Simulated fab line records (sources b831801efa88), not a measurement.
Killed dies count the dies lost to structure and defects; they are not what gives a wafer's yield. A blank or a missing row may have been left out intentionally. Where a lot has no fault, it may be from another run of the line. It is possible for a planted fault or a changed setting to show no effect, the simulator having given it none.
fab line records	flow sky130
record lots=12	wafers=36	lastDay=50
route steps=708 shown METAL1@438 VIA1@470 METAL2@483 PAD_OPEN@708
lots that met no fault: taken from a fault-free run of the same line
startH: start of the lot's first displayed wafer, in hours after the record's first day	waitH: hours from the lot's prior step to this one	" as in the row above	L1.1+2: several wafers, shown together as one row	- no value present, or no start provided	* or withheld: withheld	< > ~ a bound
route shown NAME@n: a module of which the file shows steps, and the number in the route of the first	usual: mean and standard deviation over wafers with no fault	same: alike in all rows	chamber/n: place in a boat	sites: the reading at each site	_std_site: standard deviation of those values	_edge_site: inner sites' mean taken away from outer sites' mean	radiusMm: for every site, how far away it sits from the centre of the wafer	mask NAME#n: copy n	behind: the last tool/chamber to shape the wafer	hold: cause of the lot's hold/its duration in hours/its outcome	device: which transistor (n, p or np) failed to switch	end of line: at the end of the route, the tests of the same wafers	where a step has no rows: the recipe by itself	killed: dies lost to structure and defects at the first sort, not the wafer's yield	map: per-die view of a wafer (x killed, . not killed, _ where there is no die)
set.NAME: the run value of the setting; set.NAME@STEP: its run value at that earlier step	model.NAME: the simulator's own value behind a step, which no gauge read
the route's steps for a sample of lots (tables are steps, rows are wafers)
services: when a tool's chamber went out of use (startH, in hours from the record's first day, below 0 if earlier), for how many hours, and the reason
## steps
# step SKY_METAL1_SPUTTER_04
# recipe material=TiN	targetThkNm=70	powerW=6500	timeS=58.3	chamberPressurePa=0.4
# usual chamberPressurePa=0.4000/0.0008	throttleValvePct=29.8/1.1
lot.wafer	tool	chamber	startH	waitH	chamberPressurePa	throttleValvePct
L856.1	pvdSputter-02	-	767.91	0.0	0.4007	29.5
L856.2	"	-	"	"	0.4007	28.9
L856.4	"	-	"	"	0.4004	30.7
L857.2	pvdSputter-03	-	770.47	0.0	0.3995	30.2
L857.3	"	-	"	"	0.3994	28.4
L857.4	"	-	"	"	0.3991	30.2
L859.1	pvdSputter-02	-	791.45	0.0	0.3990	28.6
L859.4	"	-	"	"	0.4013	30.2
L859.5	"	-	"	"	0.4008	31.1
L861.1	pvdSputter-01	-	795.38	0.0	0.4008	31.4
L861.3	"	-	"	"	0.4001	27.5
L861.4	"	-	"	"	0.4008	31.5
L862.1	pvdSputter-01	-	810.70	0.0	0.4008	27.3
L862.3	"	-	"	"	0.3996	31.4
L862.4	"	-	"	"	0.4011	31.6
L863.1	pvdSputter-03	-	815.98	0.0	0.3987	30.3
L863.2	"	-	"	"	0.3998	28.5
L863.5	"	-	"	"	0.4018	30.2
L864.1	pvdSputter-03	-	818.46	0.0	0.3996	29.9
L864.3	"	-	"	"	0.4009	30.0
L864.6	"	-	"	"	0.4011	28.5
L865.3	pvdSputter-01	-	834.39	0.0	0.4003	31.3
L865.5	"	-	"	"	0.3999	31.3
L865.6	"	-	"	"	0.4004	27.4
L871.2	pvdSputter-02	-	871.08	0.0	0.4004	30.2
L871.3	"	-	"	"	0.3999	29.4
L871.6	"	-	"	"	0.4008	31.0
L872.1	pvdSputter-03	-	883.51	0.0	0.3995	30.3
L872.4	"	-	"	"	0.4005	30.1
L872.6	"	-	"	"	0.4010	30.2
L876.3	pvdSputter-03	-	903.84	0.0	0.4016	30.2
L876.4	"	-	"	"	0.3992	28.3
L876.5	"	-	"	"	0.3997	30.2
L877.1	pvdSputter-02	-	906.69	0.0	0.4000	31.2
L877.4	"	-	"	"	0.4003	29.7
L877.6	"	-	"	"	0.3996	28.7
# step SKY_VIA1_CD_MEAS_12
# recipe targetCdNm=150
# usual cdNm=150.1/1.8
lot.wafer	tool	chamber	startH	waitH	cdNm
L856.1	cdSem-02	-	823.08	-	147.0
L856.2	"	-	"	"	149.5
L856.4	"	-	"	"	148.8
L857.2	cdSem-02	-	825.03	-	150.1
L857.3	"	-	"	"	149.9
L857.4	"	-	"	"	150.3
L859.1	cdSem-02	-	846.01	-	150.8
L859.4	"	-	"	"	150.3
L859.5	"	-	"	"	149.6
L861.1	cdSem-02	-	849.31	-	151.3
L861.3	"	-	"	"	150.2
L861.4	"	-	"	"	152.6
L862.1	cdSem-02	-	863.86	-	151.0
L862.3	"	-	"	"	150.2
L862.4	"	-	"	"	152.1
L863.1	cdSem-02	-	869.26	-	154.1
L863.2	"	-	"	"	153.3
L863.5	"	-	"	"	154.0
L864.1	cdSem-02	-	872.81	-	151.4
L864.3	"	-	"	"	150.9
L864.6	"	-	"	"	152.4
L865.3	cdSem-01	-	887.15	-	151.7
L865.5	"	-	"	"	150.8
L865.6	"	-	"	"	151.1
L871.2	cdSem-02	-	924.13	-	153.3
L871.3	"	-	"	"	153.2
L871.6	"	-	"	"	152.4
L872.1	cdSem-01	-	935.76	-	146.0
L872.4	"	-	"	"	146.7
L872.6	"	-	"	"	147.2
L876.3	cdSem-01	-	954.57	-	147.9
L876.4	"	-	"	"	150.4
L876.5	"	-	"	"	148.9
L877.1	cdSem-01	-	958.16	-	150.2
L877.4	"	-	"	"	150.3
L877.6	"	-	"	"	149.9
# step SKY_METAL2_SPUTTER_00
# recipe material=Ti	targetThkNm=15	powerW=3000	timeS=10	chamberPressurePa=0.4
# usual chamberPressurePa=0.4000/0.00079	throttleValvePct=29.8/1.1
lot.wafer	tool	chamber	startH	waitH	chamberPressurePa	throttleValvePct
L856.1	pvdSputter-04	-	824.56	0.2	0.3990	29.6
L856.2	"	-	"	"	0.3998	29.7
L856.4	"	-	"	"	0.3998	29.2
L857.2	pvdSputter-02	-	826.57	0.1	0.3996	29.6
L857.3	"	-	"	"	0.3994	30.1
L857.4	"	-	"	"	0.3984	28.9
L859.1	pvdSputter-01	-	847.48	0.1	0.3990	27.3
L859.4	"	-	"	"	0.3994	27.2
L859.5	"	-	"	"	0.3998	31.5
L861.1	pvdSputter-02	-	850.91	0.2	0.3999	30.4
L861.3	"	-	"	"	0.4015	31.1
L861.4	"	-	"	"	0.4013	29.7
L862.1	pvdSputter-01	-	865.37	0.2	0.3989	27.2
L862.3	"	-	"	"	0.4008	29.9
L862.4	"	-	"	"	0.3990	31.6
L863.1	pvdSputter-01	-	870.73	0.2	0.4453	28.2
L863.2	"	-	"	"	0.4458	29.4
L863.5	"	-	"	"	0.4454	28.3
L864.1	pvdSputter-01	-	874.28	0.1	0.4448	28.3
L864.3	"	-	"	"	0.4450	26.2
L864.6	"	-	"	"	0.4449	25.9
L865.3	pvdSputter-02	-	888.71	0.1	0.4003	30.3
L865.5	"	-	"	"	0.3989	31.1
L865.6	"	-	"	"	0.4015	30.4
L871.2	pvdSputter-02	-	925.69	0.2	0.4001	28.8
L871.3	"	-	"	"	0.4000	31.1
L871.6	"	-	"	"	0.3988	30.5
L872.1	pvdSputter-02	-	937.47	0.2	0.3998	31.3
L872.4	"	-	"	"	0.4002	30.0
L872.6	"	-	"	"	0.4013	28.8
L876.3	pvdSputter-02	-	957.02	0.1	0.4005	30.1
L876.4	"	-	"	"	0.3990	29.4
L876.5	"	-	"	"	0.4006	31.0
L877.1	pvdSputter-01	-	959.63	0.1	0.4000	31.4
L877.4	"	-	"	"	0.4004	31.6
L877.6	"	-	"	"	0.4000	27.3
# step SKY_METAL2_DESCUM_17
# recipe chemistry=O2	sourcePowerW=150	biasPowerW=0	pressureMtorr=10	tempC=40	timeS=8
# usual drypumpMotorCurrentA=5.6/0.48	oesProductAu=0.996/0.011	tempC=40.00/0.11
lot.wafer	tool	chamber	startH	waitH	drypumpMotorCurrentA	oesProductAu	rfHoursCounterH	tempC
L856.1	rieMetal-01	1	851.34	0.0	5.2	0.978	9	39.88
L856.2	"	0	"	"	5.7	0.997	15	39.87
L856.4	"	1	"	"	5.2	0.986	-	40.02
L857.2	rieMetal-03	1	853.41	0.0	5.0	0.980	10	39.92
L857.3	"	1	"	"	5.0	0.975	-	40.01
L857.4	"	0	"	"	6.0	0.990	-	39.98
L859.1	rieMetal-01	1	874.14	0.0	5.2	1.004	9	39.93
L859.4	"	0	"	"	5.7	0.998	-	39.99
L859.5	"	1	"	"	5.2	0.999	-	40.09
L861.1	rieMetal-02	0	877.41	0.0	5.2	0.967	5	39.86
L861.3	"	1	"	"	6.3	1.008	-	40.14
L861.4	"	0	"	"	5.2	0.975	-	39.76
L862.1	rieMetal-03	0	891.34	0.0	6.0	1.007	18	40.06
L862.3	"	0	"	"	6.0	0.997	-	40.12
L862.4	"	1	"	"	5.0	0.989	-	39.80
L863.1	rieMetal-03	0	896.59	0.0	6.0	1.013	18	39.92
L863.2	"	1	"	"	5.0	0.988	12	40.00
L863.5	"	1	"	"	5.0	0.998	-	40.15
L864.1	rieMetal-03	1	899.86	0.0	5.0	0.982	12	39.89
L864.3	"	0	"	"	6.0	0.999	-	40.01
L864.6	"	0	"	"	5.9	0.996	-	39.93
L865.3	rieMetal-02	1	915.10	0.0	6.3	1.007	-	39.95
L865.5	"	1	"	"	6.3	1.006	-	40.00
L865.6	"	0	"	"	5.2	0.972	-	39.84
L871.2	rieMetal-01	1	950.44	0.0	5.3	1.004	14	39.92
L871.3	"	0	"	"	5.7	1.005	-	40.09
L871.6	"	1	"	"	5.3	0.994	-	40.05
L872.1	rieMetal-01	0	962.19	0.0	5.7	1.008	1	40.06
L872.4	"	0	"	"	5.7	1.006	-	39.97
L872.6	"	0	"	"	5.7	0.996	-	40.05
L876.3	rieMetal-02	0	981.07	0.0	5.2	0.988	-	39.91
L876.4	"	1	"	"	6.4	1.003	-	39.78
L876.5	"	0	"	"	5.2	0.992	-	39.96
L877.1	rieMetal-01	1	983.69	0.0	5.2	1.009	16	39.95
L877.4	"	1	"	"	5.2	1.018	-	39.93
L877.6	"	0	"	"	5.7	1.013	-	39.94
# step SKY_PAD_OPEN_PROBE_99
# usual defectLimitedYield=82.2/2	killed_at_M0_to_M3=45/7.2	killed_at_M4_up=3.0/1.8	killedAtContacts=25/6.1	killedAtFrontEnd=14/4.4	killedAtOther=0.2/0.44	killedDies=88/10	killedOpen=48/7.4	killedShort=40/6.3	sort_bin_3_pad_short=0.9/0.41	sort_bin_5_function=10.6/1.5	sort_bin_6_memory=6.4/1.2	sortNPass=404/10	sortYieldPct=82.2/2
# same grossDies=492	killedAtBackSide=0	sort_bin_4_leakage[%]=0	sort_bin_8_speed[%]=0
lot.wafer	tool	chamber	startH	waitH	defectLimitedYield[%]	killed_at_M0_to_M3	killed_at_M4_up	killedAtContacts	killedAtFrontEnd	killedAtOther	killedDies	killedOpen	killedShort	sort_bin_3_pad_short[%]	sort_bin_5_function[%]	sort_bin_6_memory[%]	sortNPass	sortYieldPct[%]
L856.1	prober-02	-	1102.78	0.1	81.9	38	2	34	14	1	89	57	32	0.4	12.6	5.1	403	81.9
L856.2	prober-02	-	1102.83	0.1	79.9	46	4	28	21	0	99	49	50	1.2	12.0	6.9	393	79.9
L856.4	prober-02	-	1102.93	0.2	83.7	45	2	22	11	0	80	49	31	0.8	9.8	5.7	412	83.7
L861.1	prober-01	-	1122.64	0.1	82.9	38	2	27	17	0	84	40	44	1.0	8.5	7.5	408	82.9
L861.3	prober-01	-	1122.74	0.2	81.9	43	5	28	13	0	89	49	40	0	11.6	6.5	403	81.9
L861.4	prober-01	-	1122.79	0.2	84.6	38	5	19	14	0	76	39	37	1.2	7.7	6.5	416	84.6
L864.1	prober-02	-	1140.58	0.1	77.8	47	4	30	27	1	109	59	50	0.8	12.6	8.7	383	77.8
L864.3	prober-02	-	1140.68	0.2	83.5	42	4	25	10	0	81	38	43	0.6	11.2	4.7	411	83.5
L864.6	prober-02	-	1140.83	0.2	77.6	59	3	29	19	0	110	63	47	1.2	12.0	9.1	382	77.6
L871.2	prober-02	-	1176.98	0.1	82.5	44	2	20	20	0	86	57	29	0.6	10.2	6.7	406	82.5
L871.3	prober-02	-	1177.03	0.2	83.9	42	4	19	14	0	79	47	32	1.2	10.6	4.3	413	83.9
L871.6	prober-02	-	1177.18	0.2	85.6	41	3	18	9	0	71	39	32	0.4	8.7	5.3	421	85.6
L872.1	prober-01	-	1183.23	0.1	83.7	42	4	19	14	1	80	35	45	0.6	9.1	6.5	412	83.7
L872.4	prober-01	-	1183.38	0.2	87.0	31	2	21	10	0	64	38	26	0.8	6.7	5.5	428	87.0
L872.6	prober-01	-	1183.48	0.2	81.5	32	7	29	23	0	91	50	41	0.8	10.0	7.7	401	81.5
L876.3	prober-01	-	1197.66	0.2	81.5	46	1	26	18	0	91	59	32	0.6	10.6	7.3	401	81.5
L876.4	prober-01	-	1197.71	0.2	81.1	35	4	40	14	0	93	54	39	1.0	11.6	6.3	399	81.1
L876.5	prober-01	-	1197.76	0.2	83.5	40	2	29	9	1	81	35	46	1.0	7.9	7.5	411	83.5
L877.1	prober-02	-	1198.47	0.1	82.5	46	1	23	16	0	86	41	45	0.8	10.6	6.1	406	82.5
L877.4	prober-02	-	1198.62	0.2	81.7	44	3	27	16	0	90	52	38	1.0	11.4	5.9	402	81.7
L877.6	prober-02	-	1198.72	0.2	81.1	48	3	31	11	0	93	48	45	1.4	10.0	7.5	399	81.1
# killed by level:class
L856.1 CONTACT:geometricParticle:open=17 LI_CONTACT:geometricParticle:open=12 VIA1:geometricParticle:open=6 FIELD_ISO:geometricParticle:open=5 METAL2:geometricParticle:short=5 METAL1:geometricParticle:short=5 VIA3:geometricParticle:short=5 METAL3:geometricParticle:short=5
L856.2 VIA1:geometricParticle:open=9 FIELD_ISO:geometricParticle:open=7 LOCAL_INTERCONNECT:geometricParticle:short=7 CONTACT:geometricParticle:short=7 FIELD_ISO:geometricParticle:short=6 METAL1:geometricParticle:short=6 VIA2:geometricParticle:open=6 VIA3:geometricParticle:open=6
L856.4 VIA1:geometricParticle:open=11 LI_CONTACT:geometricParticle:open=10 VIA1:geometricParticle:short=7 CONTACT:geometricParticle:open=6 METAL1:geometricParticle:short=6 VIA2:geometricParticle:open=5 POLY_GATE:geometricParticle:open=4 METAL2:geometricParticle:short=4
L861.1 CONTACT:geometricParticle:open=9 VIA1:geometricParticle:open=7 VIA3:geometricParticle:open=7 METAL2:geometricParticle:short=7 LI_CONTACT:geometricParticle:open=6 LOCAL_INTERCONNECT:geometricParticle:short=6 CONTACT:geometricParticle:short=6 FIELD_ISO:geometricParticle:short=5
L861.3 VIA1:geometricParticle:open=10 LI_CONTACT:geometricParticle:open=8 CONTACT:geometricParticle:open=8 METAL1:geometricParticle:short=7 VIA2:geometricParticle:open=6 FIELD_ISO:geometricParticle:short=5 LOCAL_INTERCONNECT:geometricParticle:short=5 CONTACT:geometricParticle:short=5
L861.4 VIA1:geometricParticle:open=13 VIA1:geometricParticle:short=8 FIELD_ISO:geometricParticle:short=7 CONTACT:geometricParticle:open=7 LOCAL_INTERCONNECT:geometricParticle:short=5 VIA2:geometricParticle:open=5 VIA3:geometricParticle:open=4 SPACER:geometricParticle:short=3
L864.1 CONTACT:geometricParticle:open=15 VIA1:geometricParticle:open=13 POLY_GATE:geometricParticle:short=8 VIA1:geometricParticle:short=8 POLY_GATE:geometricParticle:open=6 LI_CONTACT:geometricParticle:open=6 FIELD_ISO:geometricParticle:short=5 CONTACT:geometricParticle:short=5
L864.3 CONTACT:geometricParticle:open=9 VIA1:geometricParticle:open=9 VIA3:geometricParticle:open=8 CONTACT:geometricParticle:short=7 LI_CONTACT:geometricParticle:short=7 METAL2:geometricParticle:short=7 VIA1:geometricParticle:short=4 VIA2:geometricParticle:open=4
L864.6 VIA3:geometricParticle:open=15 VIA1:geometricParticle:open=11 CONTACT:geometricParticle:short=9 LI_CONTACT:geometricParticle:open=8 CONTACT:geometricParticle:open=8 VIA2:geometricParticle:open=7 FIELD_ISO:geometricParticle:open=6 POLY_GATE:geometricParticle:short=5
L871.2 VIA2:geometricParticle:open=10 FIELD_ISO:geometricParticle:short=9 CONTACT:geometricParticle:open=9 VIA1:geometricParticle:open=9 VIA3:geometricParticle:open=9 FIELD_ISO:geometricParticle:open=7 LI_CONTACT:geometricParticle:open=6 METAL1:geometricParticle:open=3
L871.3 FIELD_ISO:geometricParticle:short=8 VIA3:geometricParticle:open=8 VIA1:geometricParticle:open=8 VIA2:geometricParticle:open=6 METAL3:geometricParticle:short=5 LI_CONTACT:geometricParticle:open=5 CONTACT:geometricParticle:open=5 METAL1:geometricParticle:short=4
L871.6 VIA1:geometricParticle:open=12 LI_CONTACT:geometricParticle:open=8 METAL2:geometricParticle:short=6 FIELD_ISO:geometricParticle:open=4 METAL3:geometricParticle:short=4 METAL1:geometricParticle:short=3 CONTACT:geometricParticle:short=3 CONTACT:geometricParticle:open=3
L872.1 VIA1:geometricParticle:open=15 LOCAL_INTERCONNECT:geometricParticle:short=6 CONTACT:geometricParticle:open=5 VIA1:geometricParticle:short=5 METAL2:geometricParticle:short=5 FIELD_ISO:geometricParticle:short=4 METAL1:geometricParticle:short=4 METAL3:geometricParticle:short=4
L872.4 VIA1:geometricParticle:open=11 LI_CONTACT:geometricParticle:open=7 CONTACT:geometricParticle:open=7 CONTACT:geometricParticle:short=5 METAL2:geometricParticle:short=5 METAL1:geometricParticle:short=4 VIA3:geometricParticle:open=4 VIA2:geometricParticle:open=4
L872.6 VIA1:geometricParticle:open=13 CONTACT:geometricParticle:open=10 LOCAL_INTERCONNECT:geometricParticle:short=8 FIELD_ISO:geometricParticle:open=5 POLY_GATE:geometricParticle:short=4 POLY_GATE:geometricParticle:open=4 VIA2:geometricParticle:open=4 CONTACT:geometricParticle:short=4
L876.3 VIA1:geometricParticle:open=15 LI_CONTACT:geometricParticle:open=9 CONTACT:geometricParticle:open=9 FIELD_ISO:geometricParticle:open=7 METAL2:geometricParticle:short=5 POLY_GATE:geometricParticle:short=4 LOCAL_INTERCONNECT:geometricParticle:short=4 CONTACT:geometricParticle:short=4
L876.4 CONTACT:geometricParticle:open=16 VIA1:geometricParticle:open=9 LOCAL_INTERCONNECT:geometricParticle:short=8 LI_CONTACT:geometricParticle:open=7 CONTACT:geometricParticle:short=6 VIA3:geometricParticle:open=6 FIELD_ISO:geometricParticle:short=5 VIA1:geometricParticle:short=5
L876.5 CONTACT:geometricParticle:open=8 VIA1:geometricParticle:open=8 VIA1:geometricParticle:short=7 LI_CONTACT:geometricParticle:open=6 LOCAL_INTERCONNECT:geometricParticle:short=6 CONTACT:geometricParticle:short=6 METAL3:geometricParticle:short=5 VIA3:geometricParticle:open=5
L877.1 VIA1:geometricParticle:open=12 VIA1:geometricParticle:short=10 CONTACT:geometricParticle:open=6 LI_CONTACT:geometricParticle:open=5 CONTACT:geometricParticle:short=5 METAL1:geometricParticle:short=5 FIELD_ISO:geometricParticle:open=4 POLY_GATE:geometricParticle:short=4
L877.4 CONTACT:geometricParticle:open=12 VIA1:geometricParticle:open=11 VIA3:geometricParticle:open=9 FIELD_ISO:geometricParticle:short=6 LI_CONTACT:geometricParticle:open=6 CONTACT:geometricParticle:short=6 VIA1:geometricParticle:short=6 METAL1:geometricParticle:short=4
L877.6 CONTACT:geometricParticle:open=13 VIA1:geometricParticle:open=9 VIA1:geometricParticle:short=8 METAL2:geometricParticle:short=8 LI_CONTACT:geometricParticle:open=7 VIA2:geometricParticle:open=7 CONTACT:geometricParticle:short=6 FIELD_ISO:geometricParticle:short=4
## services
tool	chamber	startH	hours	kind
rieMetal-01	-	805.31	4.0	pm
pvdSputter-01	-	811.31	12.5	repair
pvdSputter-03	-	833.22	2.7	repair
pvdSputter-04	-	841.51	1.9	repair
pvdSputter-03	-	865.72	6.2	repair
pvdSputter-01	-	878.44	4.8	repair
rieMetal-03	1	886.46	3.0	repair
rieMetal-01	0	911.18	-	clean
rieMetal-01	0	911.18	22.0	scheduledDown
rieMetal-01	0	911.18	22.0	ventCycle
rieMetal-03	0	913.25	-	clean
rieMetal-03	0	913.25	17.9	scheduledDown
rieMetal-03	0	913.25	17.9	ventCycle
rieMetal-01	-	918.38	0.2	repair
## key
firstSign step=SKY_METAL2_SPUTTER_00	reading=chamberPressurePa	direction=up	sigmas=57	usual=0.4000	struck=0.4452
effect step=SKY_METAL2_SPUTTER_00	reading=throttleValvePct	direction=down	sigmas=1.9	usual=29.8	struck=27.7
metAt SKY_METAL2_SPUTTER_00
struckLots L863,L864
notActingAt SKY_METAL1_SPUTTER_04,SKY_VIA1_CD_MEAS_12,SKY_METAL2_DESCUM_17
onsetBetween 865.37 870.73
fault kind=processParameterDrift	tool=pvdSputter-01	chamber=-	onsetH=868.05	steps=SKY_METAL2_SPUTTER_00	channel=chamberPressurePa	offset=0.044976	shape=step	endH=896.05	actsIn=theseRecipesOnly	stated=0.4
